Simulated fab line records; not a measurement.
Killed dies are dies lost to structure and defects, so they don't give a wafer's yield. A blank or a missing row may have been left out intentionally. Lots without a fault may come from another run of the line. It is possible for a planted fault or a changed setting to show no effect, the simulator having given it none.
Which tool was responsible? || flow gf180mcu || Sampling: 13 lots, 39 wafers, 6 of 602 route steps

== WHAT THE GAUGES READ, wafer by wafer ==
GF_MVSD_OVL_MEAS_07.
{"lot": "L145", "measured": "day 5 06:19", "on": "overlay-02", "MVSD_OVL (nm)": "1.9 -0.6 0.4"}
{"lot": "L146", "measured": "day 5 15:26", "on": "overlay-01", "MVSD_OVL (nm)": "1.4 3.6 3.0"}
{"lot": "L148", "measured": "day 6 06:24", "on": "overlay-01", "MVSD_OVL (nm)": "- - -"}
{"lot": "L149", "measured": "day 6 14:07", "on": "overlay-01", "MVSD_OVL (nm)": "0.5 1.9 -0.2"}
{"lot": "L152", "measured": "day 7 06:03", "on": "overlay-01", "MVSD_OVL (nm)": "-1.4 0.3 -2.0"}
{"lot": "L154", "measured": "day 7 18:47", "on": "overlay-01", "MVSD_OVL (nm)": "2.3 -0.6 1.9"}
{"lot": "L156", "measured": "day 8 05:58", "on": "overlay-01", "MVSD_OVL (nm)": "3.1 3.2 2.1"}
{"lot": "L157", "measured": "day 8 11:22", "on": "overlay-01", "MVSD_OVL (nm)": "1.3 2.0 0.8"}
{"lot": "L159", "measured": "day 8 17:59", "on": "overlay-01", "MVSD_OVL (nm)": "2.1 2.5 4.2"}
{"lot": "L160", "measured": "day 9 00:18", "on": "overlay-01", "MVSD_OVL (nm)": "-0.3 -1.5 0.6"}
{"lot": "L161", "measured": "day 9 06:42", "on": "overlay-01", "MVSD_OVL (nm)": "0.7 0.6 1.5"}
{"lot": "L162", "measured": "day 9 16:21", "on": "overlay-02", "MVSD_OVL (nm)": "0.2 1.9 1.7"}
{"lot": "L164", "measured": "day 9 21:34", "on": "overlay-02", "MVSD_OVL (nm)": "1.4 -1.6 -1.0"}

GF_MVSD_TW_MEAS_11.
{"lot": "L145", "measured": "day 5 06:45", "on": "film metro-03", "MVSD_TW": "1598 1600 1602"}
{"lot": "L146", "measured": "day 5 15:52", "on": "film metro-02", "MVSD_TW": "1548 1540 1550"}
{"lot": "L148", "measured": "day 6 06:50", "on": "film metro-03", "MVSD_TW": "30 30 30"}
{"lot": "L149", "measured": "day 6 14:33", "on": "film metro-03", "MVSD_TW": "1598 1602 1595"}
{"lot": "L152", "measured": "day 7 06:30", "on": "film metro-02", "MVSD_TW": "1547 1546 1546"}
{"lot": "L154", "measured": "day 7 19:14", "on": "film metro-03", "MVSD_TW": "1584 1585 1582"}
{"lot": "L156", "measured": "day 8 06:24", "on": "film metro-01", "MVSD_TW": "1577 1575 1571"}
{"lot": "L157", "measured": "day 8 11:48", "on": "film metro-01", "MVSD_TW": "1566 1564 1569"}
{"lot": "L159", "measured": "day 8 18:26", "on": "film metro-02", "MVSD_TW": "1553 1549 1549"}
{"lot": "L160", "measured": "day 9 00:45", "on": "film metro-02", "MVSD_TW": "1559 1553 1549"}
{"lot": "L161", "measured": "day 9 07:08", "on": "film metro-03", "MVSD_TW": "1589 1593 1597"}
{"lot": "L162", "measured": "day 9 16:47", "on": "film metro-02", "MVSD_TW": "1556 1557 1549"}
{"lot": "L164", "measured": "day 9 22:01", "on": "film metro-03", "MVSD_TW": "1586 1592 1580"}

GF_MVPSD_TW_MEAS_11.
{"lot": "L145", "measured": "day 5 20:48", "on": "film metro-03", "MVPSD_TW": "557 557 557"}
{"lot": "L146", "measured": "day 6 06:26", "on": "film metro-01", "MVPSD_TW": "553 553 555"}
{"lot": "L148", "measured": "day 6 20:53", "on": "film metro-01", "MVPSD_TW": "1602 1601 1595"}
{"lot": "L149", "measured": "day 7 06:08", "on": "film metro-01", "MVPSD_TW": "553 553 552"}
{"lot": "L152", "measured": "day 7 22:55", "on": "film metro-01", "MVPSD_TW": "553 553 555"}
{"lot": "L154", "measured": "day 8 11:27", "on": "film metro-02", "MVPSD_TW": "546 542 544"}
{"lot": "L156", "measured": "day 9 00:01", "on": "film metro-03", "MVPSD_TW": "558 557 557"}
{"lot": "L157", "measured": "day 9 04:44", "on": "film metro-02", "MVPSD_TW": "547 544 548"}
{"lot": "L159", "measured": "day 9 10:53", "on": "film metro-01", "MVPSD_TW": "549 547 550"}
{"lot": "L160", "measured": "day 9 18:44", "on": "film metro-01", "MVPSD_TW": "551 552 547"}
{"lot": "L161", "measured": "day 10 00:34", "on": "film metro-01", "MVPSD_TW": "548 550 553"}
{"lot": "L162", "measured": "day 10 10:30", "on": "film metro-02", "MVPSD_TW": "542 545 544"}
{"lot": "L164", "measured": "day 10 16:49", "on": "film metro-03", "MVPSD_TW": "556 553 556"}

GF_HV_LDD_TW_MEAS_11.
{"lot": "L145", "measured": "day 10 22:53", "on": "film metro-03", "HV_LDD_TW": "2405 2408 2416"}
{"lot": "L146", "measured": "day 11 14:38", "on": "film metro-03", "HV_LDD_TW": "2426 2417 2415"}
{"lot": "L148", "measured": "day 12 03:43", "on": "film metro-02", "HV_LDD_TW": "2368 2362 2364"}
{"lot": "L149", "measured": "day 12 16:00", "on": "film metro-01", "HV_LDD_TW": "2397 2394 2396"}
{"lot": "L152", "measured": "day 13 13:35", "on": "film metro-03", "HV_LDD_TW": "2442 2424 2424"}
{"lot": "L154", "measured": "day 14 02:07", "on": "film metro-02", "HV_LDD_TW": "2373 2383 2363"}
{"lot": "L156", "measured": "day 14 21:54", "on": "film metro-01", "HV_LDD_TW": "2401 2418 2421"}
{"lot": "L157", "measured": "day 15 06:10", "on": "film metro-02", "HV_LDD_TW": "2374 2363 2375"}
{"lot": "L159", "measured": "day 15 12:16", "on": "film metro-01", "HV_LDD_TW": "2414 2418 2409"}
{"lot": "L160", "measured": "day 15 23:50", "on": "film metro-01", "HV_LDD_TW": "2409 2420 2396"}
{"lot": "L161", "measured": "day 16 08:16", "on": "film metro-03", "HV_LDD_TW": "2419 2410 2416"}
{"lot": "L162", "measured": "day 16 21:43", "on": "film metro-02", "HV_LDD_TW": "2369 2367 2360"}
{"lot": "L164", "measured": "day 17 08:19", "on": "film metro-02", "HV_LDD_TW": "2361 2358 2364"}

== EACH LOT AND THE TOOL THAT RAN IT (in order: tool; ch and the chambers of the sampled wafers; start) ==
{"lot": "L145", "GF_MVSD_EXPOSE_04": "iline stepper-01 ch 0, day 5 00:11", "GF_DUAL_GATE_STRIP_13": "plasma asher-02 ch 0,1, day 9 05:03"}
{"lot": "L146", "GF_MVSD_EXPOSE_04": "iline stepper-02 ch 0, day 5 08:20", "GF_DUAL_GATE_STRIP_13": "plasma asher-04 ch 1, day 9 18:37"}
{"lot": "L148", "GF_MVSD_EXPOSE_04": "iline stepper-02 ch 0, day 5 23:02", "GF_DUAL_GATE_STRIP_13": "plasma asher-02 ch 0,1, day 10 09:40"}
{"lot": "L149", "GF_MVSD_EXPOSE_04": "iline stepper-02 ch 0, day 6 08:01", "GF_DUAL_GATE_STRIP_13": "plasma asher-03 ch 0,1, day 10 20:51"}
{"lot": "L152", "GF_MVSD_EXPOSE_04": "iline stepper-02 ch 0, day 6 22:11", "GF_DUAL_GATE_STRIP_13": "plasma asher-04 ch 0,1, day 11 17:09"}
{"lot": "L154", "GF_MVSD_EXPOSE_04": "iline stepper-02 ch 0, day 7 11:15", "GF_DUAL_GATE_STRIP_13": "plasma asher-02 ch 1, day 12 04:43"}
{"lot": "L156", "GF_MVSD_EXPOSE_04": "iline stepper-02 ch 0, day 7 22:11", "GF_DUAL_GATE_STRIP_13": "plasma asher-03 ch 0,1, day 12 22:33"}
{"lot": "L157", "GF_MVSD_EXPOSE_04": "iline stepper-02 ch 0, day 8 03:46", "GF_DUAL_GATE_STRIP_13": "plasma asher-03 ch 0,1, day 13 05:28"}
{"lot": "L159", "GF_MVSD_EXPOSE_04": "iline stepper-02 ch 0, day 8 09:04", "GF_DUAL_GATE_STRIP_13": "plasma asher-02 ch 0,1, day 13 11:19"}
{"lot": "L160", "GF_MVSD_EXPOSE_04": "iline stepper-02 ch 0, day 8 16:02", "GF_DUAL_GATE_STRIP_13": "plasma asher-02 ch 0,1, day 13 19:29"}
{"lot": "L161", "GF_MVSD_EXPOSE_04": "iline stepper-02 ch 0, day 8 22:28", "GF_DUAL_GATE_STRIP_13": "plasma asher-03 ch 0,1, day 14 04:46"}
{"lot": "L162", "GF_MVSD_EXPOSE_04": "iline stepper-02 ch 0, day 9 07:52", "GF_DUAL_GATE_STRIP_13": "plasma asher-03 ch 0,1, day 14 14:25"}
{"lot": "L164", "GF_MVSD_EXPOSE_04": "iline stepper-02 ch 0, day 9 13:34", "GF_DUAL_GATE_STRIP_13": "plasma asher-02 ch 0,1, day 14 23:58"}
- GF_MVSD_EXPOSE_04: exposes mask MVSD, target cd 1000 nm.
- GF_DUAL_GATE_STRIP_13: strips in O2/N2.

== WHAT THE TOOLS THEMSELVES READ (means of the sampled wafers that have a number; where no wafer has one, the mark that the record gives instead) ==
GF_DUAL_GATE_STRIP_13.
{"lot": "L145", "tool": "plasma asher-02", "drypump motor current A (A)": 5.9, "heater power w (W)": 314, "oes product au (a.u.)": 0.713, "strip time to endpoint s (s)": 12.64}
{"lot": "L146", "tool": "plasma asher-04", "drypump motor current A (A)": 5.4, "heater power w (W)": 316, "oes product au (a.u.)": 0.713, "strip time to endpoint s (s)": 12.65}
{"lot": "L148", "tool": "plasma asher-02", "drypump motor current A (A)": 5.9, "heater power w (W)": 312, "oes product au (a.u.)": 0.714, "strip time to endpoint s (s)": 12.65}
{"lot": "L149", "tool": "plasma asher-03", "drypump motor current A (A)": 6.1, "heater power w (W)": 325, "oes product au (a.u.)": 0.719, "strip time to endpoint s (s)": 12.58}
{"lot": "L152", "tool": "plasma asher-04", "drypump motor current A (A)": 5.5, "heater power w (W)": 316, "oes product au (a.u.)": 0.719, "strip time to endpoint s (s)": 12.66}
{"lot": "L154", "tool": "plasma asher-02", "drypump motor current A (A)": 6.5, "heater power w (W)": 308, "oes product au (a.u.)": 0.714, "strip time to endpoint s (s)": 12.56}
{"lot": "L156", "tool": "plasma asher-03", "drypump motor current A (A)": 6.1, "heater power w (W)": 330, "oes product au (a.u.)": 0.711, "strip time to endpoint s (s)": 12.63}
{"lot": "L157", "tool": "plasma asher-03", "drypump motor current A (A)": 6.4, "heater power w (W)": 338, "oes product au (a.u.)": 0.718, "strip time to endpoint s (s)": 12.62}
{"lot": "L159", "tool": "plasma asher-02", "drypump motor current A (A)": 5.9, "heater power w (W)": 310, "oes product au (a.u.)": 0.719, "strip time to endpoint s (s)": 12.63}
{"lot": "L160", "tool": "plasma asher-02", "drypump motor current A (A)": 6.2, "heater power w (W)": 305, "oes product au (a.u.)": 0.718, "strip time to endpoint s (s)": 12.63}
{"lot": "L161", "tool": "plasma asher-03", "drypump motor current A (A)": 6.1, "heater power w (W)": 327, "oes product au (a.u.)": 0.717, "strip time to endpoint s (s)": 12.64}
{"lot": "L162", "tool": "plasma asher-03", "drypump motor current A (A)": 6.1, "heater power w (W)": 329, "oes product au (a.u.)": 0.717, "strip time to endpoint s (s)": 12.61}
{"lot": "L164", "tool": "plasma asher-02", "drypump motor current A (A)": 6.0, "heater power w (W)": 307, "oes product au (a.u.)": 0.713, "strip time to endpoint s (s)": 12.63}

== THE ANSWER, worked out from the rows above alone ==
Rule: the usual values come from the lots themselves. The widest of any qualifying gaps counts: lots, ordered by their means at a reading, are off when they make up no more than a third of the lots, leave a main group of 4 or more, and stand apart from it by 3 or more times the standard deviation of that group's means. The tables above print the reading to a certain number of digits; a main group whose means all agree to those digits is not used. A lot without any number at a reading at which 4 lots or more have one is off too. All remaining lots with rows at the step are treated as sound. After the gauges, taken in route order, come the tools' own readings; for these a lot's mean is taken, as printed above. The first step at which some lot is off is used, and at that step the reading that is off furthest; a lot without a number counts as furthest.
Off: L148, seen at GF_MVSD_OVL_MEAS_07 (MVSD_OVL). Without a number there: L148. For the main group the mean is 1.1 nm and the standard deviation 1.2.
A tool fits if, at a process step before that reading, it ran every lot that is off, and no sound lot after the first of them. The gauges at GF_MVSD_OVL_MEAS_07 aren't tried: what is off there is off at GF_MVSD_TW_MEAS_11 too, on other tools, and a gauge's error can't cause that. Not one of the candidates tried fits.

== WHAT THE SIMULATOR HAD INSERTED ==
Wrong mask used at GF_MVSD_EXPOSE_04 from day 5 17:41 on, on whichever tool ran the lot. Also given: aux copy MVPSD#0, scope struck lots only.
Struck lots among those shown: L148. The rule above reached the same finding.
